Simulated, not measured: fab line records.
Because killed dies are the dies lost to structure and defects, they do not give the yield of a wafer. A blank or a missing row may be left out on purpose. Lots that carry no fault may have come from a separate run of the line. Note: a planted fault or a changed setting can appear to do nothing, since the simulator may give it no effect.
Which tool was responsible? | flow gf180mcu | 18 wafers from 6 lots sampled at 4 of the route's 602 steps

== WHAT EACH GAUGE READ, for each wafer ==
GF_PASSIVATION_THK_MEAS_03.
lot  | measured     | on            | PASSIVATION_CVD_02_THK (nm)
L426 | day 28 18:37 | film_metro-04 | 670 697 703
L429 | day 29 14:57 | film_metro-03 | 689 700 700
L432 | day 30 14:13 | film_metro-03 | 682 695 698
L441 | day 32 19:20 | film_metro-03 | 702 705 703
L445 | day 33 08:42 | film_metro-01 | 680 680 692
L448 | day 34 00:36 | film_metro-03 | 686 701 694

== TOOL THAT RAN EACH LOT (tool first, then ch and the chambers of the sampled wafers, then the start) ==
lot  | GF_V1_ETCH_16                      | GF_TOP_METAL_SPUTTER_02      | GF_TOP_METAL_METAL_ETCH_16
L426 | rie_diel-04 ch 0,1, day 18 21:34   | pvd_sputter-04, day 27 22:07 | rie_metal-03 ch 1, day 28 17:16
L429 | rie_diel-04 ch 1,2,3, day 19 23:02 | pvd_sputter-01, day 28 18:23 | rie_metal-01 ch 0,1, day 29 13:47
L432 | rie_diel-04 ch 0,1,2, day 21 03:39 | pvd_sputter-03, day 29 17:40 | rie_metal-01 ch 0, day 30 12:55
L441 | rie_diel-04 ch 0,1, day 24 01:35   | pvd_sputter-01, day 32 02:07 | rie_metal-02 ch 0,1, day 32 18:13
L445 | rie_diel-01 ch 0,1,3, day 24 23:25 | pvd_sputter-04, day 32 15:40 | rie_metal-01 ch 0,1, day 33 07:32
L448 | rie_diel-01 ch 0,2, day 25 18:51   | pvd_sputter-01, day 33 07:38 | rie_metal-03 ch 0,1, day 33 22:59
- GF_V1_ETCH_16: etches BARC in N2/H2.
- GF_TOP_METAL_SPUTTER_02: material AlCu, target thk 900 nm, time 47.82 s.
- GF_TOP_METAL_METAL_ETCH_16: etches the open film in Cl2/BCl3, stops on SiO2, target depth 1197 nm, time 199.5 s.

== THE ANSWER, worked out from the rows above alone ==
Rule: the usual values come from the lots themselves. The widest of any qualifying gaps counts: lots, ordered by their means at a reading, are off when they make up no more than a third of the lots, leave a main group of 4 or more, and stand apart from it by 3 or more times the standard deviation of that group's means. The tables above print the reading to a certain number of digits; a main group whose means all agree to those digits is not used. A lot without any number at a reading at which 4 lots or more have one is off too. The other lots that the step has rows for count as sound.
None of the lots is off at any reading shown; this tells nothing.

== WHAT THE SIMULATOR HAD INSERTED ==
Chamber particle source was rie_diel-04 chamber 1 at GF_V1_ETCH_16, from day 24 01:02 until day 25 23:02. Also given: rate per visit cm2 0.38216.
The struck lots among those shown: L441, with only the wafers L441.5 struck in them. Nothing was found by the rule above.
